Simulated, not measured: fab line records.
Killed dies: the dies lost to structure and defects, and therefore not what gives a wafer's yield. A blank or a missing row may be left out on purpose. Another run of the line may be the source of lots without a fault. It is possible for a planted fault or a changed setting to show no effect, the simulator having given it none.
One fault through the eyes of 2 desks	flow sky130	each desk holds nothing but its own numbers, with what lay behind them at the end

FOR THE TOOL OWNER'S DESK: implanter-02
The tool's own readings at SKY_LDD_N_IMPLANT_09: means of the sampled wafers that have a number, for each lot that ran on this tool. If a lot's mean is further than 4 standard deviations from the usual mean, the lot is out of limits and carries the mark OUT (the distance appears in the brackets).
Columns: A = beam energy keV at SKY_LDD_N_IMPLANT_09, usual 20.000; B = dose ions cm2 at SKY_LDD_N_IMPLANT_09, usual 7.501e+13; C = faraday current uA at SKY_LDD_N_IMPLANT_09, usual 423
lot	first seen here	A	B	C
L478	day 20 14:43	19.995	1.156e+13 (-99 or more) OUT	66 (-42) OUT
L479	day 21 15:06	19.991	1.159e+13 (-99 or more) OUT	65 (-43) OUT
L485	day 24 04:58	19.994	7.492e+13	428
L487	day 24 08:39	20.007	7.502e+13	417
L489	day 24 18:28	20.001	7.508e+13	430
L490	day 24 22:19	19.997	7.497e+13	432
This desk's finding: out of limits on L478, L479; first on L478, day 20 14:43 (dose ions cm2 at SKY_LDD_N_IMPLANT_09). Within limits: L485, L487, L489, L490.

METROLOGY DESK
Lot by lot, what the gauges showed, no matter which tool ran the lot: averages of those sampled wafers that carry a number. If a lot's mean is further than 4 standard deviations from the usual mean, the lot is out of limits and carries the mark OUT (the distance appears in the brackets).
Columns: A = VT_ADJUST_LVTN_01_OVL at SKY_VT_ADJUST_LVTN_OVL_MEAS_18, usual 1.7 nm; B = CONTACT_CVD_00_THK at SKY_CONTACT_THK_MEAS_01, usual 75.3 nm
lot	first seen here	A	B
L473	day 8 07:45	2.7	75.0
L478	day 9 22:52	2.3	75.0
L479	day 10 14:38	3.2	74.8
L480	day 10 20:45	2.7	75.1
L486	day 12 16:01	2.8	75.5
L485	day 12 17:38	3.1	76.1
L487	day 12 22:50	3.0	74.6
L488	day 13 01:44	-1.2	75.3
L489	day 13 05:50	1.3	75.5
L490	day 13 07:26	0.8	74.3
L492	day 14 04:23	1.5	74.9
L493	day 14 14:31	1.3	74.5
This desk's verdict: no lot among the 12 shows anything out of limits.

PUT TOGETHER
An alarm could have come from the tool owner's desk at day 20 14:43, on L478, L479.
The metrology desk saw nothing out of limits.
The metrology desk has L478, L479 on record, within its limits.
Of the lots named, all ran SKY_LDD_N_IMPLANT_09 on implanter-02.

WHAT THE SIMULATOR HAD PUT IN
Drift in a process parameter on implanter-02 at SKY_LDD_N_IMPLANT_09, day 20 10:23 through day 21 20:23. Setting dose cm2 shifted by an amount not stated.
Lots struck among those shown: L478, L479.
Delay in hours, fault start to first out-of-limits reading, by desk: the tool owner's desk at 4.
